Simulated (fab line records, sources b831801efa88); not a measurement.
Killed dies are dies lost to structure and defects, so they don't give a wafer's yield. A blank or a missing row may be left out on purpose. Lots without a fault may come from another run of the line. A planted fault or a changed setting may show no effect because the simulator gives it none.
fab line records | flow sky130
record lots=12 wafers=36 last_day=51
route steps=708 shown VIA1@461 VIA2@527 VIA4@646 PAD_OPEN@708
lots that met no fault: from a run of the same line without faults
start_h: hours from the record's first day to the start of the lot's first wafer shown | wait_h: hours since the lot's step before | " the same as in the row above | L1.1+2: a row that stands for several wafers | - no value, or no start given | * or withheld: withheld | < > ~ a bound
route shown NAME@n: a module of which the file shows steps, and the number in the route of the first | usual: mean/standard deviation of fault-free wafers | same: alike in all rows | chamber/n: place in a boat | sites: the reading at each site | _std_site: their standard deviation | _edge_site: outer sites' mean less inner sites' | radius_mm: how far each site lies from the wafer's centre | mask NAME#n: copy n | behind: the tool/chamber that last shaped the wafer | hold: why the lot was held/for how many hours/how that ended | device: the transistor (n, p or np) that didn't switch | end of line: the same wafers' tests at the end of the route | a step without rows: its recipe alone | killed: dies lost to structure and defects at the first sort, not the wafer's yield | map: a wafer's dies, x killed, . not, _ none there
set.NAME: the setting as run; set.NAME@STEP: as run at that earlier step | model.NAME: the simulator's own value behind a step, which no gauge read
steps of the route over a sample of lots; a table a step, a row a wafer
services: from which hour (start_h, from the record's first day; less than 0 if before it) a tool's chamber was out of use, for how many hours, and why
## steps
# step SKY_VIA1_BOW_MEAS_03
# recipe mode=bow
# usual VIA1_BOW=80/7.2
# columns lot.wafer tool chamber start_h wait_h VIA1_BOW[um]
L671.1 film_metro-02 - 801.74 0.1 84
L671.3 " - " " 84
L671.6 " - " " 84
L673.3 film_metro-03 - 812.45 0.2 70
L673.4 " - " " 81
L673.5 " - " " 82
L672.1 film_metro-02 - 812.66 0.1 77
L672.4 " - " " 85
L672.5 " - " " 75
L674.1 film_metro-03 - 821.29 0.2 75
L674.4 " - " " 86
L674.6 " - " " 82
L683.1 film_metro-02 - 898.60 0.2 80
L683.2 " - " " 71
L683.5 " - " " 85
L684.3 film_metro-02 - 904.90 0.2 75
L684.5 " - " " 88
L684.6 " - " " 86
L685.2 film_metro-02 - 919.11 0.2 78
L685.3 " - " " 89
L685.4 " - " " 99
L689.1 film_metro-02 - 934.34 0.1 75
L689.3 " - " " 64
L689.6 " - " " 83
L688.2 film_metro-02 - 936.87 0.1 74
L688.3 " - " " 86
L688.4 " - " " 82
L691.1 film_metro-03 - 946.86 0.1 95
L691.3 " - " " 86
L691.6 " - " " 68
L692.4 film_metro-01 - 953.45 0.2 87
L692.5 " - " " 84
L692.6 " - " " 79
L694.2 film_metro-03 - 961.47 0.2 85
L694.3 " - " " 93
L694.5 " - " " 74
# step SKY_VIA1_SPUTTER_20
# recipe material=TiN target_thk_nm=20 chamber_pressure_pa=5 power_w=4000 time_s=80
# usual throttle_valve_pct=30.4/0.95
# columns lot.wafer tool chamber start_h wait_h throttle_valve_pct
L671.1 pvd_sputter-01 - 828.58 0.0 31.3
L671.3 " - " " 31.4
L671.6 " - " " 31.3
L673.3 pvd_sputter-01 - 839.75 0.0 30.9
L673.4 " - " " 31.1
L673.5 " - " " 31.1
L672.1 pvd_sputter-01 - 840.70 0.0 31.1
L672.4 " - " " 31.5
L672.5 " - " " 31.0
L674.1 pvd_sputter-01 - 848.54 0.0 31.2
L674.4 " - " " 31.0
L674.6 " - " " 31.2
L683.1 pvd_sputter-02 - 924.91 0.0 28.8
L683.2 " - " " 29.9
L683.5 " - " " 30.3
L684.3 pvd_sputter-01 - 931.12 0.0 30.9
L684.5 " - " " 31.4
L684.6 " - " " 31.2
L685.2 pvd_sputter-01 - 944.92 0.0 30.9
L685.3 " - " " 31.1
L685.4 " - " " 31.3
L689.1 pvd_sputter-04 - 959.39 0.0 29.4
L689.3 " - " " 29.8
L689.6 " - " " 30.7
L688.2 pvd_sputter-04 - 962.57 0.0 30.5
L688.3 " - " " 28.9
L688.4 " - " " 29.4
L691.1 pvd_sputter-04 - 972.72 0.0 28.7
L691.3 " - " " 29.5
L691.6 " - " " 28.7
L692.4 pvd_sputter-04 - 978.89 0.0 30.6
L692.5 " - " " 30.6
L692.6 " - " " 28.7
L694.2 pvd_sputter-02 - 986.37 0.0 29.7
L694.3 " - " " 30.5
L694.5 " - " " 28.6
# step SKY_VIA2_SPUTTER_20
# recipe material=TiN target_thk_nm=20 chamber_pressure_pa=5 power_w=4000 time_s=80
# usual throttle_valve_pct=30.2/1.2
# columns lot.wafer tool chamber start_h wait_h throttle_valve_pct
L671.1 pvd_sputter-01 - 884.00 0.0 30.9
L671.3 " - " " 31.7
L671.6 " - " " 31.8
L673.3 pvd_sputter-03 - 895.28 0.0 29.8
L673.4 " - " " 30.2
L673.5 " - " " 28.1
L672.1 pvd_sputter-03 - 897.09 0.0 28.0
L672.4 " - " " 28.4
L672.5 " - " " 28.0
L674.1 pvd_sputter-01 - 904.85 0.0 31.7
L674.4 " - " " 31.0
L674.6 " - " " 31.8
L683.1 pvd_sputter-02 - 977.80 0.0 28.7
L683.2 " - " " 29.3
L683.5 " - " " 28.8
L684.3 pvd_sputter-01 - 984.65 0.0 31.2
L684.5 " - " " 31.0
L684.6 " - " " 31.2
L685.2 pvd_sputter-02 - 997.40 0.0 29.8
L685.3 " - " " 30.7
L685.4 " - " " 28.6
L689.1 pvd_sputter-01 - 1010.02 0.0 31.0
L689.3 " - " " 31.1
L689.6 " - " " 30.9
L688.2 pvd_sputter-01 - 1016.69 0.0 31.6
L688.3 " - " " 31.2
L688.4 " - " " 31.0
L691.1 pvd_sputter-01 - 1023.81 0.0 31.2
L691.3 " - " " 31.2
L691.6 " - " " 31.8
L692.4 pvd_sputter-02 - 1028.97 0.0 30.0
L692.5 " - " " 28.5
L692.6 " - " " 30.6
L694.2 pvd_sputter-03 - 1036.27 0.0 30.2
L694.3 " - " " 28.2
L694.5 " - " " 30.1
# step SKY_VIA4_SOFTBAKE_07
# recipe temp_c=90 time_s=60 resist=NOVOLAK
# usual exhaust_pa=44.8/0.88 plate_temp_C=90.00/0.11 resist_line_temp_C=22.99/0.11 run_length_s=89.17/0.13
# columns lot.wafer tool chamber start_h wait_h exhaust_pa plate_temp_C resist_line_temp_C run_length_s
L671.1 litho_track-04 0 1028.83 0.1 45.9 90.14 22.95 89.28
L671.3 " 0 " " 46.0 90.22 22.97 89.19
L671.6 " 0 " " 45.9 90.03 23.19 89.18
L673.3 litho_track-03 0 1037.31 0.1 46.3 90.10 23.06 89.09
L673.4 " 0 " " 45.1 90.06 23.04 89.05
L673.5 " 0 " " 46.4 89.95 22.92 89.00
L672.1 litho_track-02 0 1039.25 0.1 44.2 90.25 22.91 89.16
L672.4 " 0 " " 45.2 90.01 22.98 89.13
L672.5 " 0 " " 44.1 89.88 23.02 89.10
L674.1 litho_track-04 0 1046.48 0.1 44.8 90.25 23.04 89.26
L674.4 " 0 " " 43.5 90.04 22.95 89.09
L674.6 " 0 " " 45.3 89.95 22.93 89.19
L683.1 litho_track-02 0 1111.10 0.1 45.9 89.99 23.17 123.92
L683.2 " 0 " " 46.4 89.81 23.04 89.41
L683.5 " 0 " " 44.8 89.97 23.05 89.11
L684.3 litho_track-03 0 1116.47 0.1 44.2 89.83 23.14 89.27
L684.5 " 0 " " 43.3 90.09 23.00 89.16
L684.6 " 0 " " 44.0 90.05 22.89 89.03
L685.2 litho_track-03 0 1128.19 0.1 44.5 90.08 22.96 89.04
L685.3 " 0 " " 46.1 90.01 23.02 88.95
L685.4 " 0 " " 45.5 89.90 22.91 89.17
L689.1 litho_track-04 0 1139.43 0.1 45.0 89.84 22.90 89.38
L689.3 " 0 " " 45.0 90.06 22.89 89.38
L689.6 " 0 " " 44.1 90.02 22.86 89.16
L688.2 litho_track-04 0 1144.71 0.1 44.5 89.97 23.06 89.41
L688.3 " 0 " " 45.0 89.90 23.15 89.12
L688.4 " 0 " " 42.7 90.00 23.38 89.37
L691.1 litho_track-03 0 1151.12 0.1 44.3 90.07 22.83 89.03
L691.3 " 0 " " 43.3 89.88 22.98 88.99
L691.6 " 0 " " 42.5 90.01 22.95 89.07
L692.4 litho_track-04 0 1156.46 0.1 44.8 90.01 22.97 89.53
L692.5 " 0 " " 45.1 89.78 22.90 89.18
L692.6 " 0 " " 44.4 89.87 22.99 89.15
L694.2 litho_track-02 0 1160.73 0.1 44.4 89.92 23.16 89.11
L694.3 " 0 " " 44.7 90.07 23.24 89.20
L694.5 " 0 " " 43.9 90.05 23.09 89.24
# step SKY_PAD_OPEN_PROBE_99
# usual defect_limited_yield=82.6/1.7 killed_at_M0_to_M3=43/7 killed_at_M4_up=3.1/1.5 killed_at_contacts=23/4.9 killed_at_front_end=16/3.9 killed_at_other=0.3/0.52 killed_dies=86/8.2 killed_open=47/6.1 killed_short=38/5.8 sort_bin_3_pad_short=0.8/0.41 sort_bin_5_function=10.2/1.3 sort_bin_6_memory=6.4/1.1 sort_n_pass=406/8.2 sort_yield_pct=82.6/1.7
# same gross_dies=492 killed_at_back_side=0 sort_bin_4_leakage[%]=0 sort_bin_8_speed[%]=0
# columns lot.wafer tool chamber start_h wait_h defect_limited_yield[%] killed_at_M0_to_M3 killed_at_M4_up killed_at_contacts killed_at_front_end killed_at_other killed_dies killed_open killed_short sort_bin_3_pad_short[%] sort_bin_5_function[%] sort_bin_6_memory[%] sort_n_pass sort_yield_pct[%]
L671.1 prober-02 - 1112.15 0.1 85.2 36 2 22 13 0 73 39 34 0.4 6.9 7.5 419 85.2
L671.3 prober-02 - 1112.25 0.2 81.5 47 3 24 17 0 91 50 41 1.0 10.4 7.1 401 81.5
L671.6 prober-02 - 1112.40 0.2 83.7 30 3 28 19 0 80 43 37 1.0 9.1 6.1 412 83.7
L673.3 prober-01 - 1119.70 0.2 82.3 36 3 31 17 0 87 43 42 0.4 10.4 6.9 405 82.3
L673.4 prober-01 - 1119.75 0.2 83.1 35 3 25 20 0 83 49 33 0.8 10.0 6.1 409 83.1
L673.5 prober-01 - 1119.80 0.2 85.0 30 2 22 19 1 74 40 34 1.2 8.7 5.1 418 85.0
L672.1 prober-02 - 1120.28 0.1 80.7 45 2 30 18 0 95 52 43 0.8 10.2 8.3 397 80.7
L672.4 prober-02 - 1120.43 0.2 83.3 44 5 16 17 0 82 49 33 0.8 10.6 5.3 410 83.3
L672.5 prober-02 - 1120.48 0.2 83.3 42 4 23 13 0 82 47 35 0.6 9.8 6.3 410 83.3
L674.1 prober-01 - 1126.62 0.1 83.9 41 3 22 13 0 79 53 26 1.0 9.1 5.9 413 83.9
L674.4 prober-01 - 1126.77 0.2 80.3 53 4 17 23 0 97 43 53 0.6 11.4 7.7 395 80.3
L674.6 prober-01 - 1126.87 0.2 82.1 44 5 25 14 0 88 55 33 1.0 11.4 5.5 404 82.1
L683.1 prober-01 - 1185.72 0.1 81.9 46 3 26 13 1 89 49 40 0.2 11.2 6.7 403 81.9
L683.2 prober-01 - 1185.77 0.1 82.7 43 3 22 17 0 85 43 42 1.4 10.0 5.9 407 82.7
L683.5 prober-01 - 1185.92 0.2 82.7 48 3 22 12 0 85 43 42 1.0 9.8 6.5 407 82.7
L684.3 prober-02 - 1189.72 0.2 78.7 58 4 28 15 0 105 54 51 0.8 12.2 8.3 387 78.7
L684.5 prober-02 - 1189.82 0.2 83.1 46 3 18 15 1 83 52 30 0.2 10.4 6.3 409 83.1
L684.6 prober-02 - 1189.87 0.2 78.3 59 1 30 17 0 107 63 42 1.4 11.8 8.5 385 78.3
L685.2 prober-01 - 1201.21 0.1 83.1 37 1 26 19 0 83 47 36 1.0 10.2 5.7 409 83.1
L685.3 prober-01 - 1201.26 0.2 82.9 46 3 21 14 0 84 43 41 1.2 9.8 6.1 408 82.9
L685.4 prober-01 - 1201.31 0.2 81.9 41 4 22 20 2 89 46 41 1.0 10.4 6.7 403 81.9
L689.1 prober-02 - 1208.70 0.1 84.1 39 2 23 14 0 78 45 33 0.6 10.6 4.7 414 84.1
L689.3 prober-02 - 1208.80 0.2 83.1 39 2 19 23 0 83 51 32 1.2 8.1 7.5 409 83.1
L689.6 prober-02 - 1208.95 0.2 77.8 58 6 29 16 0 109 55 54 1.2 12.2 8.7 383 77.8
L688.2 prober-01 - 1213.51 0.1 81.9 47 3 28 11 0 89 52 37 0.2 12.8 5.1 403 81.9
L688.3 prober-01 - 1213.56 0.2 81.9 43 2 25 19 0 89 52 37 0.6 11.0 6.5 403 81.9
L688.4 prober-01 - 1213.61 0.2 81.5 43 6 25 17 0 91 49 39 0.8 9.6 8.1 401 81.5
L691.1 prober-01 - 1219.55 0.1 78.9 58 3 30 11 2 104 59 44 1.8 12.2 7.1 388 78.9
L691.3 prober-01 - 1219.65 0.2 82.9 47 5 20 12 0 84 50 34 0.4 8.7 7.9 408 82.9
L691.6 prober-01 - 1219.80 0.2 81.1 47 3 29 14 0 93 50 43 1.0 11.6 6.3 399 81.1
L692.4 prober-01 - 1223.99 0.2 82.1 43 4 27 14 0 88 47 40 0.6 12.8 4.5 404 82.1
L692.5 prober-01 - 1224.04 0.2 82.7 41 3 23 17 1 85 36 48 0.6 10.4 6.3 407 82.7
L692.6 prober-01 - 1224.09 0.2 82.5 51 1 24 10 0 86 41 43 0.8 10.0 6.7 406 82.5
L694.2 prober-02 - 1225.46 0.1 85.8 40 4 16 9 1 70 38 32 0.2 8.3 5.7 422 85.8
L694.3 prober-02 - 1225.51 0.2 79.5 47 1 30 23 0 101 53 48 0.8 13.2 6.5 391 79.5
L694.5 prober-02 - 1225.61 0.2 83.3 43 5 19 15 0 82 40 42 0.4 9.8 6.5 410 83.3
# killed by level:class
L671.1 VIA1:geometric_particle:open=10 LI_CONTACT:geometric_particle:open=8 METAL1:geometric_particle:short=7 CONTACT:geometric_particle:short=6 VIA2:geometric_particle:open=5 METAL2:geometric_particle:short=5 CONTACT:geometric_particle:open=4 VIA3:geometric_particle:open=4
L671.3 LI_CONTACT:geometric_particle:open=10 POLY_GATE:geometric_particle:short=9 VIA1:geometric_particle:open=9 METAL1:geometric_particle:short=8 CONTACT:geometric_particle:open=8 VIA3:geometric_particle:open=5 VIA2:geometric_particle:open=5 VIA1:geometric_particle:short=4
L671.6 LI_CONTACT:geometric_particle:open=10 CONTACT:geometric_particle:open=7 METAL1:geometric_particle:short=7 FIELD_ISO:geometric_particle:short=5 CONTACT:geometric_particle:short=5 VIA1:geometric_particle:short=4 FIELD_ISO:geometric_particle:open=3 POLY_GATE:geometric_particle:short=3
L673.3 LI_CONTACT:geometric_particle:open=11 CONTACT:geometric_particle:open=9 VIA2:geometric_particle:short=7 VIA3:geometric_particle:open=7 FIELD_ISO:geometric_particle:short=5 POLY_GATE:geometric_particle:short=4 CONTACT:geometric_particle:short=4 VIA1:geometric_particle:open=4
L673.4 LI_CONTACT:geometric_particle:open=11 VIA1:geometric_particle:open=8 CONTACT:geometric_particle:open=6 METAL1:geometric_particle:open=6 POLY_GATE:geometric_particle:open=5 POLY_GATE:geometric_particle:short=5 CONTACT:geometric_particle:short=5 VIA3:geometric_particle:open=5
L673.5 VIA1:geometric_particle:open=10 CONTACT:geometric_particle:open=8 FIELD_ISO:geometric_particle:open=6 LI_CONTACT:geometric_particle:short=5 VIA3:geometric_particle:open=5 METAL2:geometric_particle:short=5 FIELD_ISO:geometric_particle:short=4 LOCAL_INTERCONNECT:geometric_particle:short=4
L672.1 METAL1:geometric_particle:short=10 CONTACT:geometric_particle:open=10 LI_CONTACT:geometric_particle:open=9 VIA2:geometric_particle:open=7 VIA1:geometric_particle:open=7 FIELD_ISO:geometric_particle:short=6 FIELD_ISO:geometric_particle:open=6 METAL2:geometric_particle:short=6
L672.4 VIA2:geometric_particle:open=12 LI_CONTACT:geometric_particle:open=6 VIA1:geometric_particle:open=6 METAL2:geometric_particle:short=5 CONTACT:geometric_particle:open=5 VIA3:geometric_particle:open=5 POLY_GATE:geometric_particle:short=4 METAL1:geometric_particle:short=4
L672.5 CONTACT:geometric_particle:open=8 VIA3:geometric_particle:open=8 VIA2:geometric_particle:open=7 LOCAL_INTERCONNECT:geometric_particle:short=6 VIA1:geometric_particle:open=6 LI_CONTACT:geometric_particle:open=4 METAL2:geometric_particle:short=4 METAL1:geometric_particle:short=4
L674.1 CONTACT:geometric_particle:open=13 VIA2:geometric_particle:open=8 VIA3:geometric_particle:open=7 VIA1:geometric_particle:open=7 VIA2:geometric_particle:short=5 SPACER:geometric_particle:open=4 LI_CONTACT:geometric_particle:open=4 METAL2:geometric_particle:short=4
L674.4 METAL2:geometric_particle:short=9 VIA1:geometric_particle:short=8 VIA1:geometric_particle:open=8 FIELD_ISO:geometric_particle:open=6 CONTACT:geometric_particle:short=6 VIA3:geometric_particle:open=6 METAL1:geometric_particle:short=5 VIA2:geometric_particle:open=5
L674.6 CONTACT:geometric_particle:open=14 VIA1:geometric_particle:open=13 VIA3:geometric_particle:open=9 METAL2:geometric_particle:short=5 METAL4:geometric_particle:short=5 FIELD_ISO:geometric_particle:open=4 LI_CONTACT:geometric_particle:open=4 POLY_GATE:geometric_particle:short=3
L683.1 VIA3:geometric_particle:open=13 VIA1:geometric_particle:open=9 LI_CONTACT:geometric_particle:open=8 CONTACT:geometric_particle:open=7 POLY_GATE:geometric_particle:short=6 METAL1:geometric_particle:short=5 FIELD_ISO:geometric_particle:short=4 CONTACT:geometric_particle:short=4
L683.2 CONTACT:geometric_particle:open=11 VIA2:geometric_particle:open=10 VIA1:geometric_particle:open=8 POLY_GATE:geometric_particle:short=6 VIA1:geometric_particle:short=6 LOCAL_INTERCONNECT:geometric_particle:short=5 FIELD_ISO:geometric_particle:short=4 METAL1:geometric_particle:short=4
L683.5 CONTACT:geometric_particle:open=16 VIA1:geometric_particle:short=11 VIA1:geometric_particle:open=7 VIA2:geometric_particle:open=6 VIA3:geometric_particle:open=5 VIA3:geometric_particle:short=5 POLY_GATE:geometric_particle:short=4 LI_CONTACT:geometric_particle:short=3
L684.3 VIA1:geometric_particle:open=18 CONTACT:geometric_particle:short=11 VIA2:geometric_particle:open=10 CONTACT:geometric_particle:open=7 VIA3:geometric_particle:open=7 POLY_GATE:geometric_particle:short=5 VIA1:geometric_particle:short=5 METAL2:geometric_particle:short=5
L684.5 VIA1:geometric_particle:open=14 VIA3:geometric_particle:open=9 METAL2:geometric_particle:short=7 CONTACT:geometric_particle:open=5 POLY_GATE:geometric_particle:open=5 LI_CONTACT:geometric_particle:open=5 FIELD_ISO:geometric_particle:open=4 VIA1:geometric_particle:short=4
L684.6 VIA1:geometric_particle:open=11 LI_CONTACT:geometric_particle:open=11 CONTACT:geometric_particle:open=11 VIA2:geometric_particle:open=8 METAL1:geometric_particle:short=7 CONTACT:geometric_particle:short=6 VIA1:geometric_particle:short=6 FIELD_ISO:geometric_particle:open=5
L685.2 CONTACT:geometric_particle:open=11 VIA1:geometric_particle:open=9 FIELD_ISO:geometric_particle:open=7 CONTACT:geometric_particle:short=7 POLY_GATE:geometric_particle:short=6 VIA3:geometric_particle:open=6 VIA1:geometric_particle:short=4 METAL2:geometric_particle:short=4
L685.3 VIA1:geometric_particle:open=11 METAL2:geometric_particle:short=7 LI_CONTACT:geometric_particle:open=6 CONTACT:geometric_particle:open=5 VIA2:geometric_particle:open=5 VIA3:geometric_particle:short=5 FIELD_ISO:geometric_particle:open=4 FIELD_ISO:geometric_particle:short=4
L685.4 VIA1:geometric_particle:open=10 LI_CONTACT:geometric_particle:open=9 VIA1:geometric_particle:short=8 POLY_GATE:geometric_particle:short=7 METAL1:geometric_particle:short=7 CONTACT:geometric_particle:open=6 FIELD_ISO:geometric_particle:short=4 POLY_GATE:geometric_particle:open=4
L689.1 CONTACT:geometric_particle:open=11 VIA3:geometric_particle:open=9 METAL1:geometric_particle:short=7 VIA1:geometric_particle:open=6 LI_CONTACT:geometric_particle:open=6 POLY_GATE:geometric_particle:short=5 VIA1:geometric_particle:short=5 POLY_GATE:geometric_particle:open=4
L689.3 CONTACT:geometric_particle:open=10 VIA1:geometric_particle:open=9 FIELD_ISO:geometric_particle:open=8 VIA3:geometric_particle:open=7 POLY_GATE:geometric_particle:open=6 VIA2:geometric_particle:open=6 METAL1:geometric_particle:short=5 METAL2:geometric_particle:short=5
L689.6 VIA1:geometric_particle:open=11 VIA2:geometric_particle:open=11 LI_CONTACT:geometric_particle:open=8 LOCAL_INTERCONNECT:geometric_particle:short=8 CONTACT:geometric_particle:open=8 METAL1:geometric_particle:short=8 VIA1:geometric_particle:short=7 VIA3:geometric_particle:open=6
L688.2 LI_CONTACT:geometric_particle:open=11 CONTACT:geometric_particle:open=9 VIA1:geometric_particle:open=8 METAL2:geometric_particle:short=7 VIA3:geometric_particle:open=7 VIA3:geometric_particle:short=6 VIA2:geometric_particle:open=5 FIELD_ISO:geometric_particle:open=4
L688.3 VIA3:geometric_particle:open=11 VIA1:geometric_particle:open=10 VIA2:geometric_particle:open=7 CONTACT:geometric_particle:open=7 POLY_GATE:geometric_particle:open=6 POLY_GATE:geometric_particle:short=5 LI_CONTACT:geometric_particle:open=5 LOCAL_INTERCONNECT:geometric_particle:short=5
L688.4 VIA1:geometric_particle:open=17 CONTACT:geometric_particle:open=9 LI_CONTACT:geometric_particle:open=6 VIA3:geometric_particle:open=6 METAL4:geometric_particle:short=6 FIELD_ISO:geometric_particle:short=5 CONTACT:geometric_particle:short=5 METAL1:geometric_particle:short=5
L691.1 VIA2:geometric_particle:open=12 CONTACT:geometric_particle:open=11 VIA1:geometric_particle:open=10 METAL2:geometric_particle:short=9 LI_CONTACT:geometric_particle:open=7 VIA3:geometric_particle:open=7 VIA1:geometric_particle:short=6 LOCAL_INTERCONNECT:geometric_particle:short=4
L691.3 VIA2:geometric_particle:open=12 VIA1:geometric_particle:open=10 LI_CONTACT:geometric_particle:open=8 CONTACT:geometric_particle:open=6 METAL1:geometric_particle:short=5 FIELD_ISO:geometric_particle:open=4 VIA1:geometric_particle:short=4 FIELD_ISO:geometric_particle:short=3
L691.6 CONTACT:geometric_particle:open=13 METAL1:geometric_particle:short=11 LI_CONTACT:geometric_particle:open=9 VIA2:geometric_particle:open=8 POLY_GATE:geometric_particle:open=6 VIA3:geometric_particle:open=5 POLY_GATE:geometric_particle:short=4 VIA1:geometric_particle:short=4
L692.4 CONTACT:geometric_particle:open=9 VIA1:geometric_particle:open=9 VIA3:geometric_particle:open=8 VIA2:geometric_particle:open=7 LI_CONTACT:geometric_particle:open=6 LOCAL_INTERCONNECT:geometric_particle:short=6 VIA3:geometric_particle:short=5 FIELD_ISO:geometric_particle:short=4
L692.5 FIELD_ISO:geometric_particle:short=8 METAL2:geometric_particle:short=8 LOCAL_INTERCONNECT:geometric_particle:short=7 LI_CONTACT:geometric_particle:open=6 CONTACT:geometric_particle:open=6 VIA1:geometric_particle:short=5 METAL1:geometric_particle:short=5 METAL1:geometric_particle:open=4
L692.6 VIA1:geometric_particle:open=12 VIA3:geometric_particle:open=9 METAL1:geometric_particle:short=6 METAL2:geometric_particle:short=6 VIA2:geometric_particle:short=5 LOCAL_INTERCONNECT:geometric_particle:short=5 CONTACT:geometric_particle:short=5 CONTACT:geometric_particle:open=5
L694.2 VIA1:geometric_particle:open=10 VIA2:geometric_particle:open=8 CONTACT:geometric_particle:open=6 FIELD_ISO:geometric_particle:short=5 METAL1:geometric_particle:short=5 VIA3:geometric_particle:open=5 METAL4:geometric_particle:short=4 VIA1:geometric_particle:short=4
L694.3 CONTACT:geometric_particle:open=12 VIA2:geometric_particle:open=11 METAL1:geometric_particle:short=8 VIA1:geometric_particle:open=8 FIELD_ISO:geometric_particle:open=7 POLY_GATE:geometric_particle:short=6 LOCAL_INTERCONNECT:geometric_particle:short=6 CONTACT:geometric_particle:short=6
L694.5 VIA2:geometric_particle:open=9 VIA1:geometric_particle:open=7 FIELD_ISO:geometric_particle:open=6 VIA1:geometric_particle:short=6 VIA3:geometric_particle:short=5 CONTACT:geometric_particle:open=5 LOCAL_INTERCONNECT:geometric_particle:short=4 POLY_GATE:geometric_particle:short=4
## services
# columns tool chamber start_h hours kind
pvd_sputter-04 - 823.17 5.8 repair
pvd_sputter-03 - 868.93 1.1 repair
pvd_sputter-02 - 937.82 1.3 repair
pvd_sputter-02 - 970.14 3.6 repair
pvd_sputter-03 - 1019.54 3.4 repair
pvd_sputter-01 - 1037.97 3.9 repair
litho_track-04 - 1101.83 - consumable_replace:filter
pvd_sputter-03 - 1127.92 2.9 repair
## key
first_sign step=SKY_VIA4_SOFTBAKE_07 reading=run_length_s direction=up sigmas=99+ usual=* struck=*
effect none on later readings
met_at SKY_VIA4_SOFTBAKE_07
struck_lots L683
struck_wafers L683.1
not_acting_at SKY_VIA1_BOW_MEAS_03,SKY_VIA1_SPUTTER_20,SKY_VIA2_SPUTTER_20
onset_between 1039.25 1111.10
fault kind=process_parameter_drift tool=litho_track-02 chamber=- onset_h=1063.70 steps=SKY_VIA4_SOFTBAKE_07 channel=time_s offset=* shape=step end_h=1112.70 scope=struck_wafers_only acts_in=* stated=*
